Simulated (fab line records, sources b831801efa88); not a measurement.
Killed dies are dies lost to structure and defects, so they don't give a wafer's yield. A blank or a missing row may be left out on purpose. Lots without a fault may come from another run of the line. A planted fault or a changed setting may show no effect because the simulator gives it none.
fab line records | flow sky130
record lots=13 wafers=39 last_day=50
route steps=708 shown SD_N@350 SD_P@359 LI_CONTACT@375 PAD_OPEN@708
lots that met no fault: from a run of the same line without faults
start_h: hours from the record's first day to the start of the lot's first wafer shown | wait_h: hours since the lot's step before | " the same as in the row above | L1.1+2: a row that stands for several wafers | - no value, or no start given | * or withheld: withheld | < > ~ a bound
route shown NAME@n: a module of which the file shows steps, and the number in the route of the first | usual: mean/standard deviation of fault-free wafers | same: alike in all rows | chamber/n: place in a boat | sites: the reading at each site | _std_site: their standard deviation | _edge_site: outer sites' mean less inner sites' | radius_mm: how far each site lies from the wafer's centre | mask NAME#n: copy n | behind: the tool/chamber that last shaped the wafer | hold: why the lot was held/for how many hours/how that ended | device: the transistor (n, p or np) that didn't switch | end of line: the same wafers' tests at the end of the route | a step without rows: its recipe alone | killed: dies lost to structure and defects at the first sort, not the wafer's yield | map: a wafer's dies, x killed, . not, _ none there
set.NAME: the setting as run; set.NAME@STEP: as run at that earlier step | model.NAME: the simulator's own value behind a step, which no gauge read
steps of the route over a sample of lots; a table a step, a row a wafer
services: from which hour (start_h, from the record's first day; less than 0 if before it) a tool's chamber was out of use, for how many hours, and why
## steps
# step SKY_SD_N_OVL_MEAS_08
# usual SD_N_OVL=0.6/1.5
# columns lot.wafer tool chamber start_h wait_h SD_N_OVL[nm]
L312.1 overlay-02 - 638.77 0.1 -1.5
L312.2 " - " " -3.2
L312.5 " - " " -1.1
L313.1 overlay-01 - 658.87 0.1 -3.3
L313.3 " - " " -1.9
L313.6 " - " " -0.9
L314.1 overlay-02 - 662.80 0.1 0.6
L314.3 " - " " 0.8
L314.4 " - " " 1.6
L315.2 overlay-01 - 669.25 0.1 2.5
L315.5 " - " " 2.9
L315.6 " - " " 1.0
L318.3 overlay-02 - 693.94 0.1 -1.3
L318.4 " - " " -0.3
L318.5 " - " " 1.1
L320.2 overlay-01 - 718.03 0.1 1.1
L320.5 " - " " -0.1
L320.6 " - " " 1.2
L321.3 overlay-02 - 728.53 0.1 -0.8
L321.4 " - " " -1.5
L321.6 " - " " 0.6
L322.1 overlay-02 - 728.82 0.1 1.7
L322.3 " - " " 2.3
L322.5 " - " " -0.5
L326.4 overlay-02 - 761.99 0.1 0.7
L326.5 " - " " 0.2
L326.6 " - " " -0.3
L330.1 overlay-02 - 793.58 0.1 0.5
L330.4 " - " " 0.8
L330.6 " - " " -1.0
L331.1 overlay-01 - 796.40 0.1 2.8
L331.3 " - " " 3.3
L331.6 " - " " 2.0
L332.2 overlay-02 - 825.50 0.1 -1.2
L332.3 " - " " -2.1
L332.5 " - " " -0.7
L335.2 overlay-02 - 838.28 0.1 0.5
L335.3 " - " " -1.0
L335.5 " - " " 0.5
# step SKY_SD_N_RS_MEAS_17
# recipe thk_meas_gauge=four-point-probe
# usual SD_P_RS=147.2/0.33
# columns lot.wafer tool chamber start_h wait_h SD_P_RS[ohm/sq]
L312.1 film_metro-01 - 639.62 0.1 147.2
L312.2 " - " " 147.5
L312.5 " - " " 148.0
L313.1 film_metro-02 - 659.71 0.1 147.1
L313.3 " - " " 147.0
L313.6 " - " " 147.3
L314.1 film_metro-01 - 663.64 0.1 148.0
L314.3 " - " " 147.6
L314.4 " - " " 147.5
L315.2 film_metro-01 - 670.11 0.1 147.4
L315.5 " - " " 147.2
L315.6 " - " " 147.3
L318.3 film_metro-04 - 694.85 0.1 146.8
L318.4 " - " " 147.0
L318.5 " - " " 147.0
L320.2 film_metro-04 - 718.89 0.1 147.8
L320.5 " - " " 147.8
L320.6 " - " " 147.5
L321.3 film_metro-04 - 729.41 0.1 147.1
L321.4 " - " " 146.9
L321.6 " - " " 146.9
L322.1 film_metro-01 - 729.67 0.1 147.3
L322.3 " - " " 147.2
L322.5 " - " " 147.2
L326.4 film_metro-04 - 762.88 0.1 147.2
L326.5 " - " " 147.5
L326.6 " - " " 147.2
L330.1 film_metro-02 - 794.42 0.1 147.4
L330.4 " - " " 147.5
L330.6 " - " " 147.5
L331.1 film_metro-01 - 797.24 0.1 146.3
L331.3 " - " " 147.2
L331.6 " - " " 147.4
L332.2 film_metro-02 - 826.36 0.1 147.4
L332.3 " - " " 147.4
L332.5 " - " " 146.9
L335.2 film_metro-02 - 839.14 0.1 146.9
L335.3 " - " " 146.7
L335.5 " - " " 146.9
# step SKY_LI_CONTACT_OVL_MEAS_13
# usual LI_CONTACT_OVL=-3/5.5
# columns lot.wafer tool chamber start_h wait_h LI_CONTACT_OVL[nm]
L312.1 overlay-02 - 669.98 0.1 -8
L312.2 " - " " -4
L312.5 " - " " -3
L313.1 overlay-02 - 688.73 0.1 0
L313.3 " - " " -1
L313.6 " - " " -10
L314.1 overlay-01 - 692.58 0.1 -7
L314.3 " - " " -9
L314.4 " - " " -5
L315.2 overlay-01 - 698.53 0.1 -14
L315.5 " - " " -9
L315.6 " - " " -3
L318.3 overlay-02 - 723.64 0.1 -4
L318.4 " - " " -10
L318.5 " - " " -5
L320.2 overlay-01 - 746.44 0.1 2
L320.5 " - " " -5
L320.6 " - " " 2
L321.3 overlay-02 - 757.61 0.1 -3
L321.4 " - " " 2
L321.6 " - " " 2
L322.1 overlay-01 - 757.63 0.1 0
L322.3 " - " " 2
L322.5 " - " " -3
L326.4 overlay-01 - 790.27 0.1 -1
L326.5 " - " " -9
L326.6 " - " " -1
L330.1 overlay-01 - 822.53 0.1 -2
L330.4 " - " " -4
L330.6 " - " " -4
L331.1 overlay-02 - 825.20 0.1 -7
L331.3 " - " " -4
L331.6 " - " " -7
L332.2 overlay-02 - 853.44 0.1 4
L332.3 " - " " -6
L332.5 " - " " -1
L335.2 overlay-02 - 865.33 0.1 -5
L335.3 " - " " -3
L335.5 " - " " -8
# step SKY_LI_CONTACT_CVD_21
# recipe material=W target_thk_nm=400 time_s=120.56 temp_c=400 pressure_torr=40
# usual heater_power_w=856/81
# columns lot.wafer tool chamber start_h wait_h heater_power_w
L312.1 cvd_w-01 0 670.58 0.0 828
L312.2 " 1 " " 920
L312.5 " 0 " " 835
L313.1 cvd_w-02 0 689.33 0.0 924
L313.3 " 1 " " 746
L313.6 " 1 " " 744
L314.1 cvd_w-02 1 693.35 0.0 774
L314.3 " 0 " " 942
L314.4 " 1 " " 757
L315.2 cvd_w-01 0 699.12 0.0 827
L315.5 " 1 " " 933
L315.6 " 0 " " 836
L318.3 cvd_w-02 1 724.26 0.1 752
L318.4 " 0 " " 941
L318.5 " 0 " " 940
L320.2 cvd_w-01 1 747.03 0.0 907
L320.5 " 1 " " 932
L320.6 " 0 " " 823
L322.1 cvd_w-02 1 758.23 0.0 744
L322.3 " 0 " " 938
L322.5 " 0 " " 930
L321.3 cvd_w-01 0 758.24 0.1 812
L321.4 " 1 " " 902
L321.6 " 1 " " 916
L326.4 cvd_w-01 1 790.90 0.1 906
L326.5 " 1 " " 930
L326.6 " 0 " " 830
L330.1 cvd_w-02 0 823.13 0.0 934
L330.4 " 1 " " 753
L330.6 " 0 " " 910
L331.1 cvd_w-02 0 825.79 0.0 950
L331.3 " 0 " " 970
L331.6 " 0 " " 940
L332.2 cvd_w-02 0 854.04 0.0 937
L332.3 " 1 " " 758
L332.5 " 1 " " 767
L335.2 cvd_w-02 0 865.92 0.0 967
L335.3 " 0 " " 945
L335.5 " 1 " " 763
# step SKY_LI_CONTACT_RS_MEAS_22
# recipe thk_meas_gauge=four-point-probe reads=W_of_LI_CONTACT_CVD_21+TiN_of_LI_CONTACT_SPUTTER_20+Ti_of_LI_CONTACT_SPUTTER_19
# usual LI_CONTACT_W_RS=0.2850/0.0026
# columns lot.wafer tool chamber start_h wait_h LI_CONTACT_W_RS[ohm/sq]
L312.1 film_metro-02 - 670.70 0.1 0.2854
L312.2 " - " " 0.2888
L312.5 " - " " 0.2838
L313.1 film_metro-04 - 689.45 0.1 0.2823
L313.3 " - " " 0.2826
L313.6 " - " " 0.2850
L314.1 film_metro-02 - 693.48 0.1 0.2846
L314.3 " - " " 0.2787
L314.4 " - " " 0.2860
L315.2 film_metro-04 - 699.27 0.1 0.2838
L315.5 " - " " 0.2850
L315.6 " - " " 0.2823
L318.3 film_metro-02 - 724.39 0.1 0.2840
L318.4 " - " " 0.2839
L318.5 " - " " 0.2873
L320.2 film_metro-04 - 747.17 0.1 0.2837
L320.5 " - " " 0.2832
L320.6 " - " " 0.2899
L322.1 film_metro-01 - 758.35 0.1 0.2820
L322.3 " - " " 0.2842
L322.5 " - " " 0.2827
L321.3 film_metro-04 - 758.36 0.1 0.2840
L321.4 " - " " 0.2963
L321.6 " - " " 0.2974
L326.4 film_metro-01 - 791.04 0.1 0.2965
L326.5 " - " " 0.3029
L326.6 " - " " 0.2905
L330.1 film_metro-02 - 823.25 0.1 0.2834
L330.4 " - " " 0.2866
L330.6 " - " " 0.2835
L331.1 film_metro-01 - 825.92 0.1 0.2828
L331.3 " - " " 0.2822
L331.6 " - " " 0.2812
L332.2 film_metro-01 - 854.19 0.1 0.2851
L332.3 " - " " 0.2901
L332.5 " - " " 0.2848
L335.2 film_metro-02 - 866.07 0.1 0.2798
L335.3 " - " " 0.2813
L335.5 " - " " 0.2817
# step SKY_LI_CONTACT_THK_MEAS_23
# recipe thk_meas_gauge=xrf reads=W_of_LI_CONTACT_CVD_21
# usual LI_CONTACT_W_THK=412/5.6
# columns lot.wafer tool chamber start_h wait_h LI_CONTACT_W_THK[nm]
L312.1 film_metro-02 - 670.82 0.1 406
L312.2 " - " " 404
L312.5 " - " " 408
L313.1 film_metro-04 - 689.57 0.1 417
L313.3 " - " " 415
L313.6 " - " " 413
L314.1 film_metro-02 - 693.60 0.1 406
L314.3 " - " " 416
L314.4 " - " " 403
L315.2 film_metro-04 - 699.38 0.1 419
L315.5 " - " " 418
L315.6 " - " " 425
L318.3 film_metro-02 - 724.49 0.1 411
L318.4 " - " " 411
L318.5 " - " " 406
L320.2 film_metro-04 - 747.28 0.1 422
L320.5 " - " " 424
L320.6 " - " " 411
L321.3 film_metro-04 - 758.46 0.1 418
L321.4 " - " " 401
L321.6 " - " " 401
L322.1 film_metro-01 - 758.47 0.1 415
L322.3 " - " " 414
L322.5 " - " " 416
L326.4 film_metro-01 - 791.13 0.1 397
L326.5 " - " " 388
L326.6 " - " " 400
L330.1 film_metro-02 - 823.37 0.1 414
L330.4 " - " " 410
L330.6 " - " " 415
L331.1 film_metro-01 - 826.04 0.1 408
L331.3 " - " " 415
L331.6 " - " " 414
L332.2 film_metro-01 - 854.30 0.1 410
L332.3 " - " " 401
L332.5 " - " " 409
L335.2 film_metro-02 - 866.18 0.1 418
L335.3 " - " " 414
L335.5 " - " " 416
# step SKY_PAD_OPEN_PROBE_99
# usual killed_at_M0_to_M3=42/6.6 killed_at_M4_up=3.1/1.9 killed_at_contacts=24/5.6 killed_at_front_end=15/4.8 killed_at_other=0.3/0.48 killed_dies=84/10 killed_on_rim=16/3.9 killed_open=47/6.8 killed_short=37/6.8
# same gross_dies=492 killed_at_back_side=0
# columns lot.wafer tool chamber start_h wait_h killed_at_M0_to_M3 killed_at_M4_up killed_at_contacts killed_at_front_end killed_at_other killed_dies killed_on_rim killed_open killed_short
L318.3 prober-01 - 1109.58 0.2 53 1 33 20 0 107 14 68 39
L318.4 prober-01 - 1109.63 0.2 43 9 35 21 1 109 22 60 49
L318.5 prober-01 - 1109.68 0.2 54 1 23 22 1 101 18 57 44
L321.3 prober-02 - 1136.61 0.2 41 2 19 13 0 75 19 47 28
L321.4 prober-02 - 1136.66 0.2 35 2 28 17 0 82 17 40 42
L321.6 prober-02 - 1136.76 0.2 44 5 22 20 0 91 18 50 41
L322.1 prober-01 - 1137.80 0.1 49 3 20 10 0 82 17 52 30
L322.3 prober-01 - 1137.90 0.2 37 3 31 12 0 83 13 43 40
L322.5 prober-01 - 1138.00 0.2 31 8 19 15 0 73 19 44 29
L326.4 prober-01 - 1157.61 0.2 46 2 26 13 0 87 15 48 39
L326.5 prober-01 - 1157.66 0.2 43 0 29 7 0 79 13 44 35
L326.6 prober-01 - 1157.71 0.2 31 4 25 18 0 78 15 52 26
L331.1 prober-02 - 1181.44 0.1 28 4 21 8 0 61 10 27 34
L331.3 prober-02 - 1181.54 0.2 31 3 29 14 1 78 15 45 33
L331.6 prober-02 - 1181.69 0.2 30 6 31 15 0 82 21 47 35
L332.2 prober-01 - 1197.82 0.1 36 1 30 16 1 84 20 45 39
L332.3 prober-01 - 1197.87 0.2 47 3 25 5 0 80 15 46 34
L332.5 prober-01 - 1197.97 0.2 42 2 19 8 1 72 12 39 33
# killed by level:class
L318.3 VIA3:geometric_particle:open=13 VIA2:geometric_particle:open=12 LI_CONTACT:geometric_particle:open=11 CONTACT:geometric_particle:open=10 VIA1:geometric_particle:open=8 FIELD_ISO:geometric_particle:open=5 CONTACT:geometric_particle:short=5 VIA1:geometric_particle:short=5
L318.4 CONTACT:geometric_particle:open=13 VIA1:geometric_particle:open=12 LI_CONTACT:geometric_particle:open=9 LOCAL_INTERCONNECT:geometric_particle:short=7 VIA2:geometric_particle:open=7 FIELD_ISO:geometric_particle:short=6 VIA1:geometric_particle:short=5 METAL4:geometric_particle:short=5
L318.5 VIA1:geometric_particle:open=14 VIA2:geometric_particle:open=9 VIA1:geometric_particle:short=8 METAL2:geometric_particle:short=8 POLY_GATE:geometric_particle:open=7 LI_CONTACT:geometric_particle:open=7 LOCAL_INTERCONNECT:geometric_particle:short=7 CONTACT:geometric_particle:open=6
L321.3 VIA1:geometric_particle:open=10 VIA2:geometric_particle:open=10 CONTACT:geometric_particle:open=8 METAL2:geometric_particle:short=6 FIELD_ISO:geometric_particle:open=4 LI_CONTACT:geometric_particle:open=4 CONTACT:geometric_particle:short=4 VIA3:geometric_particle:open=4
L321.4 CONTACT:geometric_particle:open=10 CONTACT:geometric_particle:short=8 VIA3:geometric_particle:open=7 FIELD_ISO:geometric_particle:open=6 METAL2:geometric_particle:short=6 FIELD_ISO:geometric_particle:short=5 LI_CONTACT:geometric_particle:open=5 VIA1:geometric_particle:short=5
L321.6 VIA1:geometric_particle:open=9 CONTACT:geometric_particle:open=8 VIA3:geometric_particle:open=8 FIELD_ISO:geometric_particle:open=7 METAL2:geometric_particle:short=7 METAL1:geometric_particle:short=6 FIELD_ISO:geometric_particle:short=5 LI_CONTACT:geometric_particle:open=4
L322.1 VIA1:geometric_particle:open=12 VIA3:geometric_particle:open=10 CONTACT:geometric_particle:open=9 METAL2:geometric_particle:short=8 LI_CONTACT:geometric_particle:open=5 CONTACT:geometric_particle:short=5 VIA2:geometric_particle:open=5 FIELD_ISO:geometric_particle:open=3
L322.3 CONTACT:geometric_particle:open=12 METAL1:geometric_particle:short=8 CONTACT:geometric_particle:short=8 VIA1:geometric_particle:open=7 LI_CONTACT:geometric_particle:open=5 VIA1:geometric_particle:short=4 VIA2:geometric_particle:open=4 VIA3:geometric_particle:open=4
L322.5 CONTACT:geometric_particle:open=8 VIA1:geometric_particle:open=8 LI_CONTACT:geometric_particle:open=7 METAL1:geometric_particle:short=6 VIA3:geometric_particle:open=6 FIELD_ISO:geometric_particle:short=5 METAL4:geometric_particle:short=5 FIELD_ISO:geometric_particle:open=4
L326.4 VIA1:geometric_particle:open=11 LI_CONTACT:geometric_particle:open=9 CONTACT:geometric_particle:open=8 VIA3:geometric_particle:open=7 LI_CONTACT:geometric_particle:short=6 VIA2:geometric_particle:open=6 POLY_GATE:geometric_particle:short=5 VIA1:geometric_particle:short=5
L326.5 VIA1:geometric_particle:open=12 CONTACT:geometric_particle:open=11 VIA2:geometric_particle:open=6 METAL2:geometric_particle:short=6 LI_CONTACT:geometric_particle:open=5 LOCAL_INTERCONNECT:geometric_particle:short=5 LI_CONTACT:geometric_particle:short=4 CONTACT:geometric_particle:short=4
L326.6 LI_CONTACT:geometric_particle:open=11 CONTACT:geometric_particle:open=8 POLY_GATE:geometric_particle:open=7 VIA1:geometric_particle:open=7 METAL1:geometric_particle:short=6 VIA2:geometric_particle:open=5 VIA3:geometric_particle:open=5 VIA1:geometric_particle:short=4
L331.1 VIA2:geometric_particle:short=7 METAL2:geometric_particle:short=7 LI_CONTACT:geometric_particle:open=5 CONTACT:geometric_particle:open=5 LOCAL_INTERCONNECT:geometric_particle:short=4 CONTACT:geometric_particle:short=4 LI_CONTACT:geometric_particle:short=3 VIA1:geometric_particle:open=3
L331.3 CONTACT:geometric_particle:open=10 LI_CONTACT:geometric_particle:open=8 LOCAL_INTERCONNECT:geometric_particle:short=8 VIA2:geometric_particle:open=7 VIA3:geometric_particle:open=6 METAL1:geometric_particle:short=6 FIELD_ISO:geometric_particle:open=4 VIA1:geometric_particle:open=4
L331.6 CONTACT:geometric_particle:open=17 METAL2:geometric_particle:short=7 POLY_GATE:geometric_particle:open=5 LI_CONTACT:geometric_particle:open=5 VIA1:geometric_particle:open=5 LOCAL_INTERCONNECT:geometric_particle:short=5 VIA2:geometric_particle:open=4 VIA3:geometric_particle:open=4
L332.2 CONTACT:geometric_particle:open=11 FIELD_ISO:geometric_particle:open=7 METAL1:geometric_particle:short=7 LOCAL_INTERCONNECT:geometric_particle:short=6 VIA2:geometric_particle:open=6 LI_CONTACT:geometric_particle:open=5 CONTACT:geometric_particle:short=5 VIA1:geometric_particle:open=5
L332.3 CONTACT:geometric_particle:open=9 VIA1:geometric_particle:short=9 VIA2:geometric_particle:open=8 VIA1:geometric_particle:open=7 VIA3:geometric_particle:open=7 LI_CONTACT:geometric_particle:open=6 METAL2:geometric_particle:short=5 CONTACT:geometric_particle:short=4
L332.5 CONTACT:geometric_particle:open=8 VIA2:geometric_particle:open=8 METAL1:geometric_particle:short=7 VIA1:geometric_particle:open=6 METAL2:geometric_particle:short=4 LOCAL_INTERCONNECT:geometric_particle:short=4 CONTACT:geometric_particle:short=4 VIA1:geometric_particle:short=4
## services
# columns tool chamber start_h hours kind
cvd_w-01 - 831.22 1.3 repair
## key
first_sign step=SKY_LI_CONTACT_RS_MEAS_22 reading=LI_CONTACT_W_RS direction=up sigmas=5 usual=0.2850 struck=0.2983
effect step=SKY_LI_CONTACT_THK_MEAS_23 reading=LI_CONTACT_W_THK direction=down sigmas=2.7 usual=412 struck=397
met_at SKY_LI_CONTACT_CVD_21
struck_lots L321,L326
struck_wafers L321.4,L321.6,L326.4,L326.5
tester_left_out L321,L326
not_acting_at SKY_SD_N_OVL_MEAS_08,SKY_SD_N_RS_MEAS_17,SKY_LI_CONTACT_OVL_MEAS_13
onset_between 747.03 758.24
fault kind=site_profile_drift tool=cvd_w-01 chamber=1 onset_h=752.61 steps=SKY_LI_CONTACT_CVD_21 basis=fraction max_abs_drift=0.10316 slope_share_per_hr=51.578 site_pattern=0,0,0,0,0,-1,-1,-1,-1
# tester_left_out: of these lots the tester's yield and bins aren't shown, on N5 and GAA mostly nor the transistor test; their killed dies are dies lost to structure and defects alone, not to doping, threshold or leakage, so they don't give the yield
